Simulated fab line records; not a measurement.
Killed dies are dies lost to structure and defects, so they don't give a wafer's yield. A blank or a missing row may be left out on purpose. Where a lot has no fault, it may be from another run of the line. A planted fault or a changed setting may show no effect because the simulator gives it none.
2 desks looking at one fault ; flow gf180mcu ; each desk holds nothing but its own numbers, with what lay behind them at the end

## METROLOGY DESK
What the gauges read for every lot (on any tool): the sampled wafers with a number, averaged. The brackets show how far a lot's mean lies from the usual mean; more than 4 standard deviations puts the lot out of limits, marked OUT.
Columns: A = cd-nm at GF_V4_CD_MEAS_14, usual 260.2 nm; B = V4_OVL at GF_V4_OVL_MEAS_15, usual -1 nm; C = V4_W_RS at GF_V4_RS_MEAS_24, usual 0.327 ohm/sq
lot;first seen here;A;B;C
L540;day 25 15:52;259.9;0;0.328
L543;day 26 11:23;260.3;9;0.328
L551;day 28 22:45;259.7;-0;0.324
L553;day 29 13:50;260.5;0;0.325
L555;day 30 09:38;261.9;-8;0.328
L560;day 31 08:37;259.8;0;0.325
This desk's verdict: no lot among the 6 shows anything out of limits.

## THE TOOL OWNER'S DESK: cvd-w-02
The tool's own readings at GF_V4_CVD_23 (deposits W, target thk 350 nm, time 104.9 s): means of the sampled wafers that have a number, for each lot that ran on this tool. The brackets show how far a lot's mean lies from the usual mean; more than 4 standard deviations puts the lot out of limits, marked OUT.
Columns: A = chamber-pressure-Torr at GF_V4_CVD_23, usual 40.00 Torr; B = heater-power-outer-w at GF_V4_CVD_23, usual 583 W; C = heater-power-w at GF_V4_CVD_23, usual 930 W
lot;first seen here;A;B;C
L540;day 25 16:46;38.98 (-12) OUT;593;934
L543;day 26 12:19;39.50 (-5.8) OUT;567;898
L560;day 31 09:31;39.97;605;949
This desk's finding: out of limits on L540, L543; first on L540, day 25 16:46 (chamber-pressure-Torr at GF_V4_CVD_23). L560: within limits.

## PUT TOGETHER
An alarm could have come from the tool owner's desk at day 25 16:46, on L540, L543.
At the metrology desk, nothing out of limits was observed.
The metrology desk holds a record of L540, L543, inside its limits.
Every lot named ran GF_V4_CVD_23 on cvd-w-02.

## WHAT THE SIMULATOR HAD PUT IN
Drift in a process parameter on cvd-w-02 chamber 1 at GF_V4_CVD_23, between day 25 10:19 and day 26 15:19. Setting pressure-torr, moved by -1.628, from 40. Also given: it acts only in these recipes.
Lots struck among those shown: L540, L543.
Each desk's first reading out of limits, in hours after the fault started: the tool owner's desk, 6.
